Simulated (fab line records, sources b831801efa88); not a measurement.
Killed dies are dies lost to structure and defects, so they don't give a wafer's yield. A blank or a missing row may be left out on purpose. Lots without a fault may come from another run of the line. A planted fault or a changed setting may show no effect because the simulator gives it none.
fab line records | flow sky130
record lots=11 wafers=33 last_day=50
route steps=708 shown METAL1@434 PAD_OPEN@708
lots that met no fault: from a run of the same line without faults
start_h: hours from the record's first day to the start of the lot's first wafer shown | wait_h: hours since the lot's step before | " the same as in the row above | L1.1+2: a row that stands for several wafers | - no value, or no start given | * or withheld: withheld | < > ~ a bound
route shown NAME@n: a module of which the file shows steps, and the number in the route of the first | usual: mean/standard deviation of fault-free wafers | same: alike in all rows | chamber/n: place in a boat | sites: the reading at each site | _std_site: their standard deviation | _edge_site: outer sites' mean less inner sites' | radius_mm: how far each site lies from the wafer's centre | mask NAME#n: copy n | behind: the tool/chamber that last shaped the wafer | hold: why the lot was held/for how many hours/how that ended | device: the transistor (n, p or np) that didn't switch | end of line: the same wafers' tests at the end of the route | a step without rows: its recipe alone | killed: dies lost to structure and defects at the first sort, not the wafer's yield | map: a wafer's dies, x killed, . not, _ none there
set.NAME: the setting as run; set.NAME@STEP: as run at that earlier step | model.NAME: the simulator's own value behind a step, which no gauge read
steps of the route over a sample of lots; a table a step, a row a wafer
services: from which hour (start_h, from the record's first day; less than 0 if before it) a tool's chamber was out of use, for how many hours, and why
## steps
# step SKY_METAL1_SPUTTER_00
# recipe material=Ti target_thk_nm=15 power_w=3000 time_s=10 chamber_pressure_pa=0.4
# usual throttle_valve_pct=30.4/1.2
# columns lot.wafer tool chamber start_h wait_h throttle_valve_pct
L399.2 pvd_sputter-01 - 738.36 0.1 29.9
L399.4 " - " " 30.3
L399.5 " - " " 29.3
L402.3 pvd_sputter-02 - 765.69 0.2 29.7
L402.4 " - " " 29.4
L402.6 " - " " 29.8
L403.2 pvd_sputter-01 - 776.31 0.2 30.3
L403.3 " - " " 29.3
L403.4 " - " " 30.2
L406.2 pvd_sputter-02 - 805.46 0.1 31.3
L406.4 " - " " 30.0
L406.6 " - " " 31.0
L407.2 pvd_sputter-04 - 810.46 0.1 28.5
L407.4 " - " " 31.9
L407.6 " - " " 30.3
L409.1 pvd_sputter-02 - 821.10 0.2 31.1
L409.4 " - " " 29.8
L409.5 " - " " 29.5
L411.3 pvd_sputter-02 - 840.28 0.2 29.2
L411.4 " - " " 29.8
L411.6 " - " " 32.9
L413.1 pvd_sputter-04 - 856.31 0.2 29.9
L413.2 " - " " 30.0
L413.4 " - " " 32.2
L414.2 pvd_sputter-04 - 860.84 0.2 28.3
L414.5 " - " " 29.9
L414.6 " - " " 30.3
L415.2 pvd_sputter-02 - 868.70 0.1 30.8
L415.3 " - " " 29.3
L415.4 " - " " 33.1
L419.3 pvd_sputter-01 - 894.29 0.2 30.8
L419.4 " - " " 30.5
L419.5 " - " " 30.5
# step SKY_METAL1_RS_MEAS_05
# recipe thk_meas_gauge=four-point-probe reads=TiN_of_METAL1_SPUTTER_04+Ti_of_METAL1_SPUTTER_03+AlCu_of_METAL1_SPUTTER_02+TiN_of_METAL1_SPUTTER_01+Ti_of_METAL1_SPUTTER_00
# usual METAL1_ALCU_RS=0.1264/0.0014
# columns lot.wafer tool chamber start_h wait_h METAL1_ALCU_RS[ohm/sq]
L399.2 film_metro-01 - 738.52 0.0 0.1270
L399.4 " - " " 0.1259
L399.5 " - " " 0.1259
L402.3 film_metro-01 - 765.87 0.1 0.1266
L402.4 " - " " 0.1272
L402.6 " - " " 0.1267
L403.2 film_metro-04 - 776.47 0.0 0.1255
L403.3 " - " " 0.1267
L403.4 " - " " 0.1264
L406.2 film_metro-04 - 805.62 0.0 0.1295
L406.4 " - " " 0.1291
L406.6 " - " " 0.1294
L407.2 film_metro-04 - 810.62 0.0 0.1237
L407.4 " - " " 0.1231
L407.6 " - " " 0.1246
L409.1 film_metro-02 - 821.24 0.0 0.1290
L409.4 " - " " 0.1286
L409.5 " - " " 0.1276
L411.3 film_metro-02 - 840.46 0.1 0.1254
L411.4 " - " " 0.1262
L411.6 " - " " 0.1261
L413.1 film_metro-04 - 856.45 0.0 0.1276
L413.2 " - " " 0.1242
L413.4 " - " " 0.1248
L414.2 film_metro-04 - 861.00 0.0 0.1264
L414.5 " - " " 0.1295
L414.6 " - " " 0.1272
L415.2 film_metro-04 - 868.86 0.0 0.1267
L415.3 " - " " 0.1254
L415.4 " - " " 0.1259
L419.3 film_metro-02 - 894.47 0.1 0.1252
L419.4 " - " " 0.1258
L419.5 " - " " 0.1248
# step SKY_METAL1_CD_MEAS_15
# recipe target_cd_nm=140
# usual cd_nm=139.7/1.8
# columns lot.wafer tool chamber start_h wait_h cd_nm
L399.2 cd_sem-02 - 765.29 - 139.6
L399.4 " - " " 140.1
L399.5 " - " " 140.4
L402.3 cd_sem-02 - 792.38 - 140.2
L402.4 " - " " 140.7
L402.6 " - " " 141.9
L403.2 cd_sem-01 - 802.39 - 142.6
L403.3 " - " " 141.5
L403.4 " - " " 142.2
L406.2 cd_sem-02 - 832.61 - 140.2
L406.4 " - " " 139.8
L406.6 " - " " 140.4
L407.2 cd_sem-02 - 837.14 - 137.5
L407.4 " - " " 140.5
L407.6 " - " " 141.3
L409.1 cd_sem-01 - 846.89 - 139.4
L409.4 " - " " 137.4
L409.5 " - " " 139.3
L411.3 cd_sem-02 - 867.03 - 141.4
L411.4 " - " " 141.0
L411.6 " - " " 140.7
L413.1 cd_sem-02 - 882.22 - 138.7
L413.2 " - " " 139.6
L413.4 " - " " 141.4
L414.2 cd_sem-02 - 886.94 - 141.2
L414.5 " - " " 139.6
L414.6 " - " " 140.3
L415.2 cd_sem-02 - 894.66 - 137.1
L415.3 " - " " 138.1
L415.4 " - " " 138.1
L419.3 cd_sem-01 - 920.00 - 140.5
L419.4 " - " " 141.4
L419.5 " - " " 139.6
# step SKY_METAL1_METAL_ETCH_19
# recipe target_depth_a=3600 stop_on=SiO2 over_etch_frac=0.3 time_s=78 chemistry=Cl2/BCl3 resist_sidewall_deg=88 pressure_mtorr=10 icp_w=900 bias_w=48.5 Cl2_flow_sccm=60 bcl3_flow_sccm=30
# usual bias_w=48.51/0.15 drypump_motor_current_A=5.5/0.41 oes_product_au=0.855/0.0063 over_etch_frac=0.3/0 throttle_valve_pct=22.265/0.0093
# columns lot.wafer tool chamber start_h wait_h bias_w drypump_motor_current_A oes_product_au over_etch_frac rf_hours_counter_h throttle_valve_pct
L399.2 rie_metal-04 0 765.52 0.0 48.62 6.3 0.859 0.3 9 22.256
L399.4 " 0 " " 48.75 6.3 0.848 0.3 - 22.271
L399.5 " 0 " " 48.56 6.3 0.854 0.3 - 22.273
L402.3 rie_metal-04 0 792.62 0.1 48.33 6.3 0.855 0.3 - 22.252
L402.4 " 1 " " 48.46 5.1 0.858 0.3 - 22.281
L402.6 " 0 " " 48.54 6.3 0.864 0.3 - 22.283
L403.2 rie_metal-01 1 802.62 0.0 48.85 5.5 0.862 0.3 1 22.271
L403.3 " 0 " " 48.30 5.1 0.852 0.3 - 22.268
L403.4 " 1 " " 48.80 5.6 0.863 0.3 - 22.265
L406.2 rie_metal-02 0 832.84 0.0 48.44 5.7 0.849 0.3 14 22.272
L406.4 " 1 " " 48.47 5.2 0.849 0.3 - 22.264
L406.6 " 1 " " 48.47 5.2 0.844 0.3 - 22.260
L407.2 rie_metal-01 1 837.37 0.0 48.65 5.6 0.872 0.3 2 22.279
L407.4 " 1 " " 48.75 5.6 0.845 0.3 - 22.263
L407.6 " 1 " " 48.52 5.6 0.865 0.3 - 22.262
L409.1 rie_metal-02 1 847.14 0.0 48.32 5.3 0.851 0.3 19 22.255
L409.4 " 0 " " 48.32 5.7 0.855 0.3 - 22.272
L409.5 " 1 " " 48.36 5.2 0.851 0.3 - 22.264
L411.3 rie_metal-01 0 867.27 0.1 48.68 5.1 0.860 0.3 - 22.273
L411.4 " 1 " " 48.70 5.5 0.860 0.3 - 22.272
L411.6 " 0 " " 48.36 5.1 0.865 0.3 - 22.262
L413.1 rie_metal-02 1 882.47 0.0 48.52 5.3 0.855 0.3 1 22.264
L413.2 " 0 " " 48.74 5.7 0.798 0.4978 17 22.266
L413.4 " 0 " " 48.79 5.7 0.796 0.4978 - 22.274
L414.2 rie_metal-02 1 887.17 0.0 48.41 5.2 0.854 0.3 1 22.250
L414.5 " 0 " " 48.55 5.7 0.786 0.4978 - 22.269
L414.6 " 1 " " 48.41 5.3 0.858 0.3 - 22.256
L415.2 rie_metal-02 1 894.89 0.0 48.59 5.3 0.851 0.3 1 22.251
L415.3 " 1 " " 48.49 5.2 0.851 0.3 - 22.252
L415.4 " 0 " " 48.45 5.7 0.797 0.4978 - 22.251
L419.3 rie_metal-04 0 920.24 0.1 48.50 6.3 0.848 0.3 - 22.264
L419.4 " 1 " " 48.74 5.1 0.853 0.3 - 22.276
L419.5 " 1 " " 48.46 5.1 0.855 0.3 - 22.257
# step SKY_METAL1_STRIP_20
# recipe chemistry=O2/N2 power_w=1400 pressure_mtorr=1500 platen_temp_c=withheld o2_flow_sccm=3000 n2_flow_sccm=300 overash_fraction=0.5
# usual drypump_motor_current_A=5.8/0.36 o2_flow_sccm=3000/8.8 oes_product_au=0.343/0.0048 strip_time_to_endpoint_s=2.71/0.05
# columns lot.wafer tool chamber start_h wait_h drypump_motor_current_A o2_flow_sccm oes_product_au rf_hours_counter_h strip_time_to_endpoint_s
L399.2 plasma_asher-01 0 765.61 0.1 5.8 3022 0.345 93 2.67
L399.4 " 1 " " 5.1 3000 0.346 - 2.68
L399.5 " 0 " " 5.8 3011 0.341 - 2.67
L402.3 plasma_asher-02 1 792.72 0.1 6.2 3001 0.350 - 2.70
L402.4 " 0 " " 5.5 3005 0.340 - 2.76
L402.6 " 1 " " 6.2 3006 0.334 - 2.70
L403.2 plasma_asher-01 0 802.71 0.1 5.8 2996 0.337 96 2.67
L403.3 " 1 " " 5.1 3006 0.341 - 2.68
L403.4 " 0 " " 5.8 2996 0.347 - 2.67
L406.2 plasma_asher-04 1 832.93 0.1 5.9 2988 0.341 8 2.63
L406.4 " 0 " " 6.2 3004 0.349 - 2.72
L406.6 " 1 " " 5.9 2997 0.344 - 2.72
L407.2 plasma_asher-04 1 837.46 0.1 5.9 2997 0.341 9 2.66
L407.4 " 0 " " 6.2 2996 0.343 - 2.67
L407.6 " 0 " " 6.2 2988 0.348 - 2.66
L409.1 plasma_asher-04 1 847.23 0.1 5.9 3014 0.334 11 2.72
L409.4 " 1 " " 5.9 3002 0.340 - 2.69
L409.5 " 0 " " 6.2 2994 0.339 - 2.68
L411.3 plasma_asher-04 0 867.37 0.1 6.3 3003 0.346 - 2.69
L411.4 " 1 " " 5.9 2998 0.341 - 2.64
L411.6 " 1 " " 5.9 2995 0.343 - 2.68
L413.1 plasma_asher-02 0 882.56 0.1 5.5 3001 0.354 77 2.77
L413.2 " 1 " " 6.1 3008 0.325 77 2.22
L413.4 " 1 " " 6.1 3011 0.319 - 2.23
L414.2 plasma_asher-04 1 887.26 0.1 5.9 3002 0.350 16 2.76
L414.5 " 0 " " 6.3 2976 0.321 - 2.26
L414.6 " 1 " " 5.9 3015 0.347 - 2.78
L415.2 plasma_asher-02 1 894.98 0.1 6.1 3003 0.345 78 2.78
L415.3 " 0 " " 5.5 2995 0.346 - 2.75
L415.4 " 1 " " 6.2 3014 0.319 - 2.24
L419.3 plasma_asher-04 1 920.34 0.1 5.9 3003 0.339 - 2.67
L419.4 " 0 " " 6.2 3003 0.346 - 2.74
L419.5 " 0 " " 6.2 2998 0.347 - 2.78
# step SKY_PAD_OPEN_PROBE_99
# usual defect_limited_yield=82.3/2 killed_at_M0_to_M3=43/6.7 killed_at_M4_up=3.0/1.9 killed_at_contacts=25/5.4 killed_at_front_end=16/4.5 killed_at_other=0.4/0.62 killed_dies=87/9.6 killed_open=47/7 killed_short=39/6.1 sort_bin_3_pad_short=0.9/0.43 sort_bin_5_function=10.4/1.6 sort_bin_6_memory=6.3/0.99 sort_n_pass=405/9.6 sort_yield_pct=82.3/2
# same gross_dies=492 killed_at_back_side=0 sort_bin_4_leakage[%]=0 sort_bin_8_speed[%]=0
# columns lot.wafer tool chamber start_h wait_h defect_limited_yield[%] killed_at_M0_to_M3 killed_at_M4_up killed_at_contacts killed_at_front_end killed_at_other killed_dies killed_open killed_short sort_bin_3_pad_short[%] sort_bin_5_function[%] sort_bin_6_memory[%] sort_n_pass sort_yield_pct[%]
L399.2 prober-02 - 1075.59 0.1 81.3 52 4 24 12 0 92 43 49 1.4 11.0 6.3 400 81.3
L399.4 prober-02 - 1075.69 0.2 83.3 37 3 23 19 0 82 34 48 1.6 9.6 5.5 410 83.3
L399.5 prober-02 - 1075.74 0.2 84.3 37 3 20 17 0 77 43 34 1.2 8.3 6.1 415 84.3
L403.2 prober-02 - 1104.41 0.1 81.1 52 4 25 12 0 93 50 43 1.0 10.0 7.9 399 81.1
L403.3 prober-02 - 1104.46 0.2 82.3 46 3 21 16 1 87 51 36 1.0 10.4 6.3 405 82.3
L403.4 prober-02 - 1104.51 0.2 83.7 45 1 22 10 2 80 44 35 0.4 10.6 5.3 412 83.7
L406.2 prober-01 - 1127.84 0.1 83.5 46 4 21 10 0 81 49 31 0.8 10.4 5.3 411 83.5
L406.4 prober-01 - 1127.94 0.2 80.3 58 2 26 11 0 97 48 49 1.2 11.8 6.7 395 80.3
L406.6 prober-01 - 1128.04 0.2 83.9 37 1 19 22 0 79 32 47 1.8 9.1 5.1 413 83.9
L409.1 prober-02 - 1137.38 0.1 83.7 46 4 20 10 0 80 39 41 1.2 8.1 6.9 412 83.7
L409.4 prober-02 - 1137.53 0.2 83.1 42 2 28 11 0 83 45 37 1.2 10.4 5.3 409 83.1
L409.5 prober-02 - 1137.58 0.2 78.9 54 5 28 17 0 104 55 49 1.2 11.0 8.9 388 78.9
L411.3 prober-02 - 1151.78 0.2 82.9 38 4 28 13 1 84 36 48 1.0 10.4 5.7 408 82.9
L411.4 prober-02 - 1151.83 0.2 80.7 55 2 21 17 0 95 54 39 1.4 10.6 7.3 397 80.7
L411.6 prober-02 - 1151.93 0.2 82.1 40 4 30 14 0 88 50 38 0.4 9.8 7.7 404 82.1
L413.1 prober-02 - 1161.31 0.1 82.9 41 8 24 11 0 84 41 42 0.6 11.4 5.1 408 82.9
L413.2 prober-02 - 1161.36 0.1 81.9 46 3 24 15 1 89 42 47 1.2 10.4 6.5 403 81.9
L413.4 prober-02 - 1161.46 0.2 80.9 50 3 23 18 0 94 50 44 2.2 10.4 6.5 398 80.9
L414.2 prober-01 - 1166.06 0.1 84.3 35 2 21 19 0 77 41 36 1.0 9.1 5.5 415 84.3
L414.5 prober-01 - 1166.21 0.2 81.7 58 1 16 14 1 90 56 34 0.6 10.6 7.1 402 81.7
L414.6 prober-01 - 1166.26 0.2 80.3 46 6 23 22 0 97 57 40 1.2 9.8 8.7 395 80.3
L415.2 prober-02 - 1171.43 0.1 81.3 41 3 25 23 0 92 43 49 0.4 13.2 5.1 400 81.3
L415.3 prober-02 - 1171.48 0.2 84.1 48 4 20 6 0 78 40 38 1.2 8.3 6.3 414 84.1
L415.4 prober-02 - 1171.53 0.2 84.1 48 3 17 10 0 78 36 42 1.2 9.3 5.3 414 84.1
# killed by level:class
L399.2 METAL2:geometric_particle:short=15 VIA1:geometric_particle:open=8 LI_CONTACT:geometric_particle:open=7 CONTACT:geometric_particle:open=7 VIA2:geometric_particle:open=7 METAL1:geometric_particle:short=6 POLY_GATE:geometric_particle:open=5 LOCAL_INTERCONNECT:geometric_particle:short=5
L399.4 POLY_GATE:geometric_particle:short=8 METAL2:geometric_particle:short=7 LOCAL_INTERCONNECT:geometric_particle:short=6 CONTACT:geometric_particle:open=6 METAL1:geometric_particle:short=6 LI_CONTACT:geometric_particle:open=5 LI_CONTACT:geometric_particle:short=5 FIELD_ISO:geometric_particle:open=4
L399.5 VIA1:geometric_particle:open=9 POLY_GATE:geometric_particle:short=7 VIA2:geometric_particle:open=6 LI_CONTACT:geometric_particle:short=5 LI_CONTACT:geometric_particle:open=5 CONTACT:geometric_particle:open=5 METAL1:geometric_particle:open=5 FIELD_ISO:geometric_particle:open=4
L403.2 VIA1:geometric_particle:open=11 CONTACT:geometric_particle:open=10 LI_CONTACT:geometric_particle:open=8 METAL2:geometric_particle:short=7 VIA2:geometric_particle:open=7 VIA3:geometric_particle:short=7 VIA1:geometric_particle:short=5 POLY_GATE:geometric_particle:short=4
L403.3 VIA1:geometric_particle:open=10 CONTACT:geometric_particle:open=9 VIA3:geometric_particle:open=8 METAL2:geometric_particle:short=7 METAL1:geometric_particle:short=6 LI_CONTACT:geometric_particle:open=5 FIELD_ISO:geometric_particle:open=4 VIA2:geometric_particle:open=4
L403.4 LI_CONTACT:geometric_particle:open=8 VIA1:geometric_particle:open=8 VIA3:geometric_particle:open=7 METAL1:geometric_particle:short=7 CONTACT:geometric_particle:short=6 FIELD_ISO:geometric_particle:short=5 CONTACT:geometric_particle:open=5 VIA2:geometric_particle:open=5
L406.2 CONTACT:geometric_particle:open=11 VIA3:geometric_particle:open=9 VIA1:geometric_particle:open=8 METAL1:geometric_particle:short=7 LI_CONTACT:geometric_particle:open=6 VIA2:geometric_particle:open=6 VIA1:geometric_particle:short=5 POLY_GATE:geometric_particle:short=4
L406.4 VIA3:geometric_particle:open=10 CONTACT:geometric_particle:open=10 VIA1:geometric_particle:open=9 METAL2:geometric_particle:short=9 METAL1:geometric_particle:short=8 LI_CONTACT:geometric_particle:open=6 VIA3:geometric_particle:short=5 FIELD_ISO:geometric_particle:short=4
L406.6 CONTACT:geometric_particle:short=9 VIA3:geometric_particle:open=6 FIELD_ISO:geometric_particle:open=5 METAL2:geometric_particle:short=5 METAL1:geometric_particle:short=5 VIA2:geometric_particle:short=5 FIELD_ISO:geometric_particle:short=4 POLY_GATE:geometric_particle:open=4
L409.1 VIA1:geometric_particle:short=9 VIA1:geometric_particle:open=8 CONTACT:geometric_particle:short=7 VIA3:geometric_particle:open=7 CONTACT:geometric_particle:open=6 METAL2:geometric_particle:short=6 VIA2:geometric_particle:open=5 METAL1:geometric_particle:short=4
L409.4 CONTACT:geometric_particle:open=9 VIA2:geometric_particle:open=7 LI_CONTACT:geometric_particle:open=6 VIA1:geometric_particle:short=6 VIA1:geometric_particle:open=6 VIA3:geometric_particle:open=6 METAL3:geometric_particle:short=4 CONTACT:geometric_particle:short=4
L409.5 CONTACT:geometric_particle:open=13 VIA2:geometric_particle:open=9 METAL1:geometric_particle:short=8 VIA3:geometric_particle:open=8 VIA1:geometric_particle:open=7 LI_CONTACT:geometric_particle:open=5 VIA3:geometric_particle:short=5 LOCAL_INTERCONNECT:geometric_particle:short=4
L411.3 CONTACT:geometric_particle:open=11 CONTACT:geometric_particle:short=8 VIA1:geometric_particle:open=7 METAL1:geometric_particle:short=5 VIA1:geometric_particle:short=5 METAL4:geometric_particle:short=4 METAL2:geometric_particle:short=4 FIELD_ISO:geometric_particle:open=3
L411.4 VIA3:geometric_particle:open=11 CONTACT:geometric_particle:open=9 VIA1:geometric_particle:open=9 VIA2:geometric_particle:open=8 VIA1:geometric_particle:short=6 METAL1:geometric_particle:short=5 METAL3:geometric_particle:short=5 FIELD_ISO:geometric_particle:short=4
L411.6 CONTACT:geometric_particle:open=11 LI_CONTACT:geometric_particle:open=9 VIA1:geometric_particle:open=9 VIA3:geometric_particle:open=7 CONTACT:geometric_particle:short=6 METAL1:geometric_particle:short=6 FIELD_ISO:geometric_particle:short=4 POLY_GATE:geometric_particle:open=4
L413.1 CONTACT:geometric_particle:open=8 VIA1:geometric_particle:short=8 VIA1:geometric_particle:open=8 VIA2:geometric_particle:open=7 LI_CONTACT:geometric_particle:open=7 FIELD_ISO:geometric_particle:short=5 METAL4:geometric_particle:short=5 LOCAL_INTERCONNECT:geometric_particle:short=4
L413.2 VIA1:geometric_particle:open=10 VIA1:geometric_particle:short=8 CONTACT:geometric_particle:open=7 METAL2:geometric_particle:short=7 LI_CONTACT:geometric_particle:open=6 POLY_GATE:geometric_particle:short=5 LOCAL_INTERCONNECT:geometric_particle:short=5 METAL1:geometric_particle:short=4
L413.4 VIA1:geometric_particle:open=12 FIELD_ISO:geometric_particle:short=8 LI_CONTACT:geometric_particle:open=7 METAL2:geometric_particle:short=7 CONTACT:geometric_particle:open=7 VIA2:geometric_particle:open=6 VIA3:geometric_particle:open=5 FIELD_ISO:geometric_particle:open=4
L414.2 VIA1:geometric_particle:open=11 FIELD_ISO:geometric_particle:short=9 POLY_GATE:geometric_particle:open=5 VIA3:geometric_particle:open=5 FIELD_ISO:geometric_particle:open=4 LI_CONTACT:geometric_particle:short=4 LI_CONTACT:geometric_particle:open=4 LOCAL_INTERCONNECT:geometric_particle:short=4
L414.5 VIA1:geometric_particle:open=21 LI_CONTACT:geometric_particle:open=9 VIA1:geometric_particle:short=8 VIA3:geometric_particle:open=7 METAL1:geometric_particle:short=5 VIA2:geometric_particle:open=5 FIELD_ISO:geometric_particle:open=4 POLY_GATE:geometric_particle:short=4
L414.6 VIA1:geometric_particle:open=14 CONTACT:geometric_particle:open=9 FIELD_ISO:geometric_particle:short=6 VIA1:geometric_particle:short=6 VIA2:geometric_particle:open=6 VIA3:geometric_particle:open=6 FIELD_ISO:geometric_particle:open=4 POLY_GATE:geometric_particle:open=4
L415.2 FIELD_ISO:geometric_particle:open=8 LOCAL_INTERCONNECT:geometric_particle:short=8 VIA1:geometric_particle:open=8 CONTACT:geometric_particle:short=6 METAL1:geometric_particle:short=5 VIA1:geometric_particle:short=5 VIA3:geometric_particle:short=5 FIELD_ISO:geometric_particle:short=4
L415.3 VIA3:geometric_particle:open=12 CONTACT:geometric_particle:open=7 VIA2:geometric_particle:open=6 LI_CONTACT:geometric_particle:short=5 VIA1:geometric_particle:open=5 METAL3:geometric_particle:short=5 METAL1:geometric_particle:short=4 METAL2:geometric_particle:short=4
L415.4 VIA1:geometric_particle:open=13 CONTACT:geometric_particle:short=9 VIA3:geometric_particle:short=7 VIA2:geometric_particle:open=7 METAL1:geometric_particle:short=6 FIELD_ISO:geometric_particle:open=4 CONTACT:geometric_particle:open=4 METAL2:geometric_particle:short=4
## services
# columns tool chamber start_h hours kind
plasma_asher-04 - 733.75 9.0 pm
plasma_asher-04 0 733.75 9.0 vent_cycle
plasma_asher-04 1 733.75 9.0 vent_cycle
plasma_asher-04 0 742.75 - clean
plasma_asher-04 1 742.75 - clean
rie_metal-01 1 746.41 1.8 repair
plasma_asher-04 - 751.71 2.4 repair
rie_metal-02 0 769.09 16.7 repair
rie_metal-04 - 770.89 2.2 repair
plasma_asher-04 - 781.29 1.2 repair
rie_metal-02 0 788.42 5.4 repair
pvd_sputter-02 - 811.12 2.6 repair
rie_metal-01 - 819.89 14.6 pm
plasma_asher-02 - 837.41 15.6 pm
rie_metal-02 1 848.02 - clean
rie_metal-02 1 848.02 16.0 scheduled_down
rie_metal-02 1 848.02 16.0 vent_cycle
rie_metal-04 0 852.12 6.8 repair
rie_metal-01 - 857.32 0.3 repair
pvd_sputter-04 - 862.61 43.5 repair
plasma_asher-01 - 876.12 0.8 repair
rie_metal-01 1 882.25 6.8 repair
plasma_asher-04 - 893.72 2.8 pm
rie_metal-01 - 897.51 2.8 pm
## key
first_sign step=SKY_METAL1_METAL_ETCH_19 reading=over_etch_frac direction=up sigmas=99+ usual=0.3 struck=0.4978
effect step=SKY_METAL1_METAL_ETCH_19 reading=oes_product_au direction=down sigmas=9.6 usual=0.855 struck=0.794
effect step=SKY_METAL1_STRIP_20 reading=strip_time_to_endpoint_s direction=down sigmas=9.4 usual=* struck=*
met_at SKY_METAL1_METAL_ETCH_19
struck_lots L413,L414,L415
struck_wafers L413.2,L413.4,L414.5,L415.4
not_acting_at SKY_METAL1_SPUTTER_00,SKY_METAL1_RS_MEAS_05,SKY_METAL1_CD_MEAS_15
onset_between 847.14 882.47
fault kind=process_parameter_drift tool=rie_metal-02 chamber=0 onset_h=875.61 steps=SKY_METAL1_METAL_ETCH_19 channel=over_etch_frac offset=0.1978 shape=step end_h=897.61 acts_in=these_recipes_only stated=0.3
